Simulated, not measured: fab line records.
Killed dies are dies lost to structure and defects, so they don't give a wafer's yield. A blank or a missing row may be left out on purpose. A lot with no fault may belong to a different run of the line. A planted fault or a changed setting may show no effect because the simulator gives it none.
A struck lot beside a sound one / flow gf180mcu / 17 out of 602 route steps
Sound: the wafers L515.1, L515.3, L515.6. Struck: wafer L518.6. (L518.2, L518.5 of the same lot were not struck and are left out.) The cause comes at the end.
Per side, at each step with rows, come the tool, then ch with its chambers, and then its first start. Under that, the readings that differ: sound wafers / struck wafers / difference of the means / sigmas: that difference in standard deviations of wafers without a fault.
alike: readings with means less than 2 such deviations apart, plus words and numbers identical on both sides. not compared: withheld readings, readings lacking a value on some wafer, bounds such as >300 that could conceal the same value, and numbers that have no deviation in the record and whose values overlap.
A row with sigmas, a row that says differs or no value, or rows on one side alone: a step with any of these is where the two part. Non-overlapping numbers with no deviation appear without sigmas and do not part them. Lack of a reading on every wafer of one side parts them only where that side has two or more wafers.

GF_STI_BOW_MEAS_00:
  sound on film-metro-01 at day 1 20:00; struck on film-metro-01 at day 2 11:01
  alike: INCOMING_BOW
then, 1 step without rows for these wafers: GF_STI_OXIDATION_01 (stabilise 600 s, purge 300 s, target thk 10 nm).
GF_STI_THK_MEAS_02:
  sound on film-metro-01 at day 1 21:31; struck on film-metro-04 at day 2 12:58
  alike: STI_OXIDATION_THK
then, 1 step without rows for these wafers: GF_STI_CVD_03 (deposits Si3N4 from DCS/NH3, target thk 207.16 nm, time 3551 s).
GF_STI_THK_MEAS_04:
  sound on film-metro-02 at day 1 23:34; struck on film-metro-01 at day 2 15:01
  alike: STI_CVD_03_THK
then, 5 steps without rows for these wafers: GF_STI_DEHYDRATE_05 (time 60 s); GF_STI_HMDS_06 (prime time 60 s); GF_STI_COAT_07 (resist thk 700 nm); GF_STI_SOFTBAKE_08 (time 60 s); GF_STI_EXPOSE_09 (exposes mask COMP, target cd 220 nm).
GF_STI_PEB_10: peb time 90 s.
  sound on litho-track-01 ch 0, day 2 10:08; struck on litho-track-01 ch 0, day 3 03:02
  alike: plate-temp-C
then, 1 step without rows for these wafers: GF_STI_DEVELOP_11 (develop time 60 s).
GF_STI_CD_MEAS_12 targets a cd of 220 nm.
  sound on cd-sem-02 at day 2 10:29; struck on cd-sem-02 at day 3 03:39
reading=cd-nm (nm); sound=218.0 217.9 218.2; struck=215.1; difference=-2.9; sigmas=-2
  not compared: hold
GF_STI_ETCH_13: etches the open film in CHF3/O2, stops on Si, target depth 282.31 nm, time 112.9 s.
  sound on rie-diel-04 ch 2,3, day 2 10:37; struck on rie-diel-04 ch 0, day 3 06:25
reading=hold; sound=- - -; struck=await-dispo/2.7h/release; difference=no value on the sound wafers; sigmas=
reading=model.STI.cd-nm (nm); sound=217.9 217.9 217.5; struck=215.5; difference=-2.3; sigmas=
  alike: chamber-pressure-mTorr, drypump-motor-current-A, oes-product-au, throttle-valve-pct
  not compared: rf-hours-counter-h
GF_STI_ETCH_14: etches Si in HBr/Cl2/O2, target depth 360 nm, time 102.9 s.
  sound on rie-si-02 ch 1,2, day 2 10:41; struck on rie-si-02 ch 1, day 3 06:30
reading=model.STI.cd-nm (nm); sound=223.8 220.3 220.9; struck=218.6; difference=-3.1; sigmas=
  alike: chamber-pressure-mTorr, drypump-motor-current-A, he-backside-leak-sccm, oes-product-au, throttle-valve-pct
  not compared: rf-hours-counter-h
GF_STI_STRIP_15: strips in O2/N2.
  sound on plasma-asher-02 ch 0,1, day 2 10:46; struck on plasma-asher-04 ch 1, day 3 06:34
  alike: chamber-pressure-mTorr, drypump-motor-current-A, heater-power-w, oes-product-au, strip-time-to-endpoint-s
  not compared: rf-hours-counter-h
-- the record jumps here: 28 days lie between the struck wafers' starts before and after (it left off in module STI and takes up again in module PASSIVATION, whose first step shown is number 602 of the route) --
GF_PASSIVATION_PROBE_99:
  the record has rows for the struck wafers here (prober-02, day 30 21:40) and none for the sound ones

WHERE THEY PART
Earliest at GF_STI_CD_MEAS_12; latest, in this record, at GF_PASSIVATION_PROBE_99.

WHY: whatever the simulator had introduced
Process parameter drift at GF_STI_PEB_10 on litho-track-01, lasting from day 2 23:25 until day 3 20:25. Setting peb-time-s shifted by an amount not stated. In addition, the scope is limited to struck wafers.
